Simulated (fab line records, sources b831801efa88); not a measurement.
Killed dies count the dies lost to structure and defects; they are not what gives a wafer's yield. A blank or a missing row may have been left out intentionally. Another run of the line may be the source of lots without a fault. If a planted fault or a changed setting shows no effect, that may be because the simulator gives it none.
Which tool did it? :: flow sky130 :: route of 708 steps, sampled at 1 step: 11 lots, 33 wafers

WHAT THE GAUGES SHOWED, per wafer
SKY_VIA3_RS_MEAS_22: measurement is done with a four-point probe.
lot: L412
measured: day 39 15:06
on: filmMetro-01
VIA3_W_RS (ohm/sq): 0.291 0.289 0.284

lot: L416
measured: day 40 13:03
on: filmMetro-03
VIA3_W_RS (ohm/sq): 0.290 0.286 0.289

lot: L417
measured: day 41 11:14
on: filmMetro-01
VIA3_W_RS (ohm/sq): 0.299 0.298 0.290

lot: L420
measured: day 42 07:35
on: filmMetro-01
VIA3_W_RS (ohm/sq): 0.296 0.295 0.289

lot: L421
measured: day 42 10:29
on: filmMetro-03
VIA3_W_RS (ohm/sq): 0.286 0.294 0.292

lot: L422
measured: day 43 00:57
on: filmMetro-02
VIA3_W_RS (ohm/sq): 0.294 0.285 0.288

lot: L423
measured: day 43 03:55
on: filmMetro-01
VIA3_W_RS (ohm/sq): 0.293 0.296 0.294

lot: L425
measured: day 43 12:01
on: filmMetro-03
VIA3_W_RS (ohm/sq): 0.294 0.286 0.292

lot: L433
measured: day 45 12:50
on: filmMetro-03
VIA3_W_RS (ohm/sq): 0.292 0.295 0.291

lot: L434
measured: day 45 15:58
on: filmMetro-01
VIA3_W_RS (ohm/sq): 0.287 0.291 0.292

lot: L435
measured: day 46 04:38
on: filmMetro-01
VIA3_W_RS (ohm/sq): 0.288 0.290 0.293

WHAT TOOL EACH LOT RAN ON (gives the tool, then ch and the chambers of the sampled wafers, and finally the start)
There is no process step in the record ahead of these readings.

THE ANSWER, worked out from the rows above alone
Rule: the lots themselves supply what counts as usual. Put in order of their means at a reading, lots are off if they are a third of the lots or fewer, leave a main group of 4 or more, and stand apart from it by a gap of 3 or more times the standard deviation of the main group's means; of several such gaps the widest counts. A main group whose means are all the same, to the digits that the tables above print for the reading, isn't used. A lot without any number at a reading at which 4 lots or more have one is off too. The other lots that the step has rows for count as sound.
No lot is off at any reading shown: from this, nothing can be told.

WHAT HAD BEEN PUT IN BY THE SIMULATOR
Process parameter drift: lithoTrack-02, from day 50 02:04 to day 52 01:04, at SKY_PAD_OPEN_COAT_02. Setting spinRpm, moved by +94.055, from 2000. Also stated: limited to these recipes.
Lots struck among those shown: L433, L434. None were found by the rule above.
